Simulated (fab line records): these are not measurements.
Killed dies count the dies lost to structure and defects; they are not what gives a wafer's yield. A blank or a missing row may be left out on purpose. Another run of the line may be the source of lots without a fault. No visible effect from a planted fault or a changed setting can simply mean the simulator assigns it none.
A lot that was struck, set against a sound lot :: flow sky130 :: 17 out of 708 route steps
Sound: these wafers, L336.3, L336.4, L336.5. Struck: wafers L344.1, L344.3, L344.5. At the end, the cause is stated.
For every step that has rows: the tool of each side, followed by ch and its chambers, followed by its first start. Under that, the readings that differ: sound wafers :: struck wafers :: difference of the means :: sigmas: that difference in standard deviations of wafers without a fault.
alike: same words and numbers on both sides, and readings whose means sit less than 2 such deviations apart. not compared: any withheld reading, any reading some wafer has no value for, any bound like >300 that may hide the same value, and any number with overlapping values for which the record gives no deviation.
A row with sigmas, a row that says differs or no value, or rows on one side alone: a step with any of these is where the two part. Non-overlapping numbers with no deviation appear without sigmas and do not part them. A reading missing from all wafers of one side parts the sides only when that side holds two or more wafers.

first, 2 steps without rows for these wafers: SKY_NWELL_IMPLANT_12; SKY_NWELL_IMPLANT_13.
SKY_NWELL_STRIP_14: strips in O2/N2.
  sound on plasma asher-04 ch 0,1, day 6 08:07; struck on plasma asher-02 ch 0,1, day 8 05:31
  alike: drypump motor current A, n2 flow sccm, oes product au, strip time to endpoint s
  not compared: rf hours counter h
SKY_NWELL_TW_MEAS_15:
  struck on film metro-03, day 8 05:37; sound on film metro-03, day 6 08:13
  alike: NWELL_TW
then, 7 steps without rows for these wafers: SKY_NWELL_DEHYDRATE_16 (time 60 s); SKY_NWELL_HMDS_17 (prime time 60 s); SKY_NWELL_COAT_18 (resist thk 3000 nm); SKY_NWELL_SOFTBAKE_19; SKY_NWELL_EXPOSE_20 (exposes mask NWM COMPLEMENT, target cd 840 nm); SKY_NWELL_PEB_21; SKY_NWELL_DEVELOP_22 (develop time 60 s).
SKY_NWELL_OVL_MEAS_23:
  struck on overlay-02, day 9 02:54; sound on overlay-01, day 7 01:14
  alike: NWELL_01_OVL
SKY_NWELL_IMPLANT_24:
  sound on implanter-04 ch 0, day 7 01:19; struck on implanter-04 ch 0, day 9 02:56
reading: dose ions cm2
sound: 9.193e+12 9.197e+12 9.203e+12
struck: 4.5918e+13 4.5904e+13 4.5917e+13
difference: +3.6715e+13
sigmas: +99 or more

reading: faraday current uA
sound: 52.5 50.5 50.2
struck: 258.3 252.0 261.9
difference: +206.3
sigmas: +99 or more
SKY_NWELL_STRIP_25: strips in O2/N2.
  sound on plasma asher-03 ch 0,1, day 7 01:27; struck on plasma asher-03 ch 1, day 9 03:05
  alike: drypump motor current A, n2 flow sccm, oes product au, strip time to endpoint s
  not compared: rf hours counter h
SKY_NWELL_TW_MEAS_26:
  struck on film metro-01, day 9 03:11; sound on film metro-03, day 7 01:32
reading: NWELL_2_TW
sound: 491 493 495
struck: 819 820 817
difference: +326
sigmas: +96
then, 1 step without rows for these wafers: SKY_NWELL_CLEAN_27 (cleans in SC1/SC2, time 150 s).
-- the record jumps here: 40 days lie between the struck wafers' starts before and after (it left off in module NWELL and takes up again in module PAD_OPEN, whose first step shown is number 708 of the route) --
SKY_PAD_OPEN_PROBE_99:
  struck on prober-02, day 49 08:27; sound on prober-02, day 47 03:40
reading: model.etest.pfet_16v.r on ohm um
sound: 1.504e+04 1.531e+04 1.532e+04
struck: 8470 8371 8453
difference: -6792
sigmas: 

reading: model.etest.nfet_16v.r on ohm um
sound: 1.416e+04 1.422e+04 1.437e+04
struck: 1.695e+04 1.709e+04 1.692e+04
difference: +2.737e+03
sigmas: 

reading: model.etest.res iso pwell.rs ohm sq
sound: 3162 3234 3205
struck: 917.9 900.9 921.2
difference: -2287.0
sigmas: 

reading: model.etest.res pwell under gate.rs ohm sq
sound: 2285 2277 2284
struck: 792.9 792.9 796
difference: -1488.1
sigmas: 

reading: model.etest.res iso pwell.line ohm um
sound: 1196 1210 1197
struck: 331.6 324 340.9
difference: -868.8
sigmas: 

reading: model.etest.tip_n_5v.rs ohm sq
sound: 1386 1385 1377
struck: 1638 1635 1651
difference: +259
sigmas: 

reading: model.etest.res nwell.line ohm um
sound: 1080 1091 1102
struck: 1315 1287 1314
difference: +214
sigmas: 

reading: model.etest.res deep nwell.rs ohm sq
sound: 2181 2158 2174
struck: 2308 2333 2321
difference: +150
sigmas: 
  alike: killed_at_M0_to_M3, killed_at_M4_up, killed at contacts, killed at front end, killed at other, killed dies, killed on rim, killed open, killed short

## WHERE THEY PART
First at SKY_NWELL_IMPLANT_24; last, within this record, at SKY_NWELL_TW_MEAS_26. Later steps at which nothing parts them and some readings are alike: SKY_PAD_OPEN_PROBE_99.

WHY: the cause the simulator had injected
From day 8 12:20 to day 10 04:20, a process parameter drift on implanter-04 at SKY_NWELL_IMPLANT_24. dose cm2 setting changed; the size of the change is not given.
